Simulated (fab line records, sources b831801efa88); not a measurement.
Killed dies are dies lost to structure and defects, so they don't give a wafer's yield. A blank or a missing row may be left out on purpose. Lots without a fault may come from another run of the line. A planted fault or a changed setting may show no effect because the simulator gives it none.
Which tool did it? | flow gf180mcu | 13 lots, 39 wafers sampled, at 6 steps of a route of 602

WHAT THE GAUGES READ, wafer by wafer
GF_CONTACT_THK_MEAS_01.
lot  | measured     | on            | CONTACT_CVD_00_THK (nm)
L177 | day 15 09:17 | film_metro-03 | 301 296 301
L178 | day 15 11:41 | film_metro-03 | 305 302 299
L179 | day 16 03:50 | film_metro-02 | 306 305 299
L180 | day 16 11:19 | film_metro-02 | 302 300 304
L184 | day 18 00:14 | film_metro-03 | 300 300 302
L186 | day 18 15:28 | film_metro-02 | 301 303 301
L187 | day 19 06:25 | film_metro-01 | 261 257 260
L188 | day 19 09:24 | film_metro-01 | 304 299 304
L189 | day 20 04:25 | film_metro-02 | 253 249 256
L190 | day 20 13:36 | film_metro-03 | 302 304 300
L191 | day 21 03:28 | film_metro-03 | 301 300 300
L197 | day 23 00:23 | film_metro-01 | 303 304 304
L199 | day 23 10:35 | film_metro-03 | 301 300 303

GF_V1_THK_MEAS_03.
lot  | measured     | on            | V1_CVD_02_THK (nm)
L177 | day 17 08:58 | film_metro-04 | 845 867 859
L178 | day 17 11:01 | film_metro-03 | 827 828 845
L179 | day 18 05:21 | film_metro-03 | 841 846 857
L180 | day 18 12:08 | film_metro-01 | 819 829 842
L184 | day 20 02:58 | film_metro-04 | 837 838 861
L186 | day 20 18:55 | film_metro-03 | 855 860 862
L187 | day 21 09:03 | film_metro-01 | 847 847 860
L188 | day 21 12:02 | film_metro-04 | 833 828 829
L189 | day 22 08:19 | film_metro-03 | 849 840 867
L190 | day 22 16:27 | film_metro-01 | 831 852 858
L191 | day 23 05:26 | film_metro-04 | 845 842 847
L197 | day 25 00:58 | film_metro-04 | 842 845 835
L199 | day 25 12:43 | film_metro-01 | 853 869 881

GF_V3_THK_MEAS_01.
lot  | measured     | on            | V3_CVD_00_THK (nm)
L177 | day 21 15:31 | film_metro-03 | 620 622 636
L178 | day 21 16:43 | film_metro-03 | 628 633 638
L179 | day 22 11:22 | film_metro-04 | 635 627 630
L180 | day 22 17:51 | film_metro-01 | 627 636 621
L184 | day 24 07:32 | film_metro-01 | 625 618 616
L186 | day 24 22:47 | film_metro-04 | 631 632 626
L187 | day 25 12:21 | film_metro-03 | 636 635 640
L188 | day 25 13:57 | film_metro-03 | 626 627 620
L189 | day 26 11:34 | film_metro-04 | 635 634 637
L190 | day 26 14:05 | film_metro-04 | 619 633 630
L191 | day 27 02:24 | film_metro-01 | 626 630 635
L197 | day 28 15:20 | film_metro-01 | 626 609 630
L199 | day 29 05:16 | film_metro-04 | 639 643 635

WHICH TOOL RAN EACH LOT (tool, then ch and the chambers of the sampled wafers, then the start)
lot  | GF_CONTACT_CVD_00                | GF_CONTACT_ETCH_17                            | GF_V2_ETCH_17
L177 | hdpcvd-01 ch 1,2, day 15 09:13   | rie_diel-02 ch 1,2, day 17 08:58 or earlier   | rie_diel-04 ch 1,3, day 21 15:31 or earlier
L178 | hdpcvd-02 ch 0,1,2, day 15 11:38 | rie_diel-01 ch 0,1,2, day 17 11:01 or earlier | rie_diel-01 ch 0,2,3, day 21 16:43 or earlier
L179 | hdpcvd-02 ch 0,1,2, day 16 03:47 | rie_diel-03 ch 1,2,3, day 18 05:21 or earlier | rie_diel-02 ch 0,2,3, day 22 11:22 or earlier
L180 | hdpcvd-01 ch 0,2, day 16 11:16   | rie_diel-03 ch 2,3, day 18 12:08 or earlier   | rie_diel-01 ch 1,2, day 22 17:51 or earlier
L184 | hdpcvd-01 ch 0,1, day 18 00:11   | rie_diel-03 ch 0,2,3, day 20 02:58 or earlier | rie_diel-02 ch 2,3, day 24 07:32 or earlier
L186 | hdpcvd-02 ch 0,1, day 18 15:26   | rie_diel-01 ch 0,1,2, day 20 18:55 or earlier | rie_diel-02 ch 0,2,3, day 24 22:47 or earlier
L187 | hdpcvd-02 ch 0,2, day 19 06:21   | rie_diel-02 ch 2,3, day 21 09:03 or earlier   | rie_diel-01 ch 0,1,2, day 25 12:21 or earlier
L188 | hdpcvd-01 ch 0,2, day 19 09:20   | rie_diel-01 ch 0,2, day 21 12:02 or earlier   | rie_diel-02 ch 1,2,3, day 25 13:57 or earlier
L189 | hdpcvd-02 ch 0,1,2, day 20 04:22 | rie_diel-02 ch 1,2,3, day 22 08:19 or earlier | rie_diel-01 ch 0,2, day 26 11:34 or earlier
L190 | hdpcvd-01 ch 1, day 20 13:32     | rie_diel-02 ch 2,3, day 22 16:27 or earlier   | rie_diel-01 ch 0,2, day 26 14:05 or earlier
L191 | hdpcvd-01 ch 1,2, day 21 03:25   | rie_diel-03 ch 0,1,3, day 23 05:26 or earlier | rie_diel-02 ch 0,2, day 27 02:24 or earlier
L197 | hdpcvd-02 ch 0,1,2, day 23 00:20 | rie_diel-03 ch 1,2,3, day 25 00:58 or earlier | rie_diel-02 ch 0,1,3, day 28 15:20 or earlier
L199 | hdpcvd-02 ch 0,1, day 23 10:32   | rie_diel-03 ch 1,2,3, day 25 12:43 or earlier | rie_diel-02 ch 1,2,3, day 29 05:16 or earlier
- GF_CONTACT_CVD_00: deposits SiO2, target thk 300 nm, time 50 s.
- GF_CONTACT_ETCH_17: etches SiO2 in C4F8/O2/Ar, stops on CoSi2, target depth 860 nm.
- GF_V2_ETCH_17: etches SiO2 in C4F8/O2/Ar, stops on TiN, target depth 630 nm.

WHAT THE TOOLS THEMSELVES READ (means of the sampled wafers that have a number; where no wafer has one, the mark that the record gives instead)
GF_CONTACT_CVD_00.
lot  | tool      | sih4_flow_sccm (sccm)
L177 | hdpcvd-01 | 59.96
L178 | hdpcvd-02 | 59.85
L179 | hdpcvd-02 | 59.94
L180 | hdpcvd-01 | 59.90
L184 | hdpcvd-01 | 59.95
L186 | hdpcvd-02 | 60.04
L187 | hdpcvd-02 | 51.06
L188 | hdpcvd-01 | 60.02
L189 | hdpcvd-02 | 51.10
L190 | hdpcvd-01 | 60.12
L191 | hdpcvd-01 | 60.08
L197 | hdpcvd-02 | 60.14
L199 | hdpcvd-02 | 60.02

GF_CONTACT_ETCH_17.
lot  | tool        | oes_product_au (a.u.)
L177 | rie_diel-02 | 0.811
L178 | rie_diel-01 | 0.813
L179 | rie_diel-03 | 0.812
L180 | rie_diel-03 | 0.813
L184 | rie_diel-03 | 0.815
L186 | rie_diel-01 | 0.813
L187 | rie_diel-02 | 0.796
L188 | rie_diel-01 | 0.817
L189 | rie_diel-02 | 0.783
L190 | rie_diel-02 | 0.811
L191 | rie_diel-03 | 0.815
L197 | rie_diel-03 | 0.818
L199 | rie_diel-03 | 0.816

GF_V2_ETCH_17.
lot  | tool        | oes_product_au (a.u.)
L177 | rie_diel-04 | 0.850
L178 | rie_diel-01 | 0.860
L179 | rie_diel-02 | 0.853
L180 | rie_diel-01 | 0.857
L184 | rie_diel-02 | 0.859
L186 | rie_diel-02 | 0.856
L187 | rie_diel-01 | 0.854
L188 | rie_diel-02 | 0.858
L189 | rie_diel-01 | 0.852
L190 | rie_diel-01 | 0.855
L191 | rie_diel-02 | 0.854
L197 | rie_diel-02 | 0.855
L199 | rie_diel-02 | 0.859

THE ANSWER, worked out from the rows above alone
Rule: what is usual is taken from the lots themselves. Put in order of their means at a reading, lots are off if they are a third of the lots or fewer, leave a main group of 4 or more, and stand apart from it by a gap of 3 or more times the standard deviation of the main group's means; of several such gaps the widest counts. A main group whose means are all the same, to the digits that the tables above print for the reading, isn't used. A lot without any number at a reading at which 4 lots or more have one is off too. The other lots that the step has rows for count as sound. The gauges are gone through in route order, then the tools' own readings, and for those a lot's mean is taken as printed above. The first step at which some lot is off is used, and at that step the reading that is off furthest; a lot without a number counts as furthest.
Off: L187, L189, at GF_CONTACT_THK_MEAS_01 (CONTACT_CVD_00_THK). The main group: mean 302 nm, standard deviation 1.2.
A tool fits if, at a process step before that reading, it ran every lot that is off, and no sound lot after the first of them. The gauges at GF_CONTACT_THK_MEAS_01 aren't tried: what is off there is off at GF_CONTACT_CVD_00 too, on other tools, and a gauge's error can't cause that. None of those tried fits.

WHAT THE SIMULATOR HAD PUT IN
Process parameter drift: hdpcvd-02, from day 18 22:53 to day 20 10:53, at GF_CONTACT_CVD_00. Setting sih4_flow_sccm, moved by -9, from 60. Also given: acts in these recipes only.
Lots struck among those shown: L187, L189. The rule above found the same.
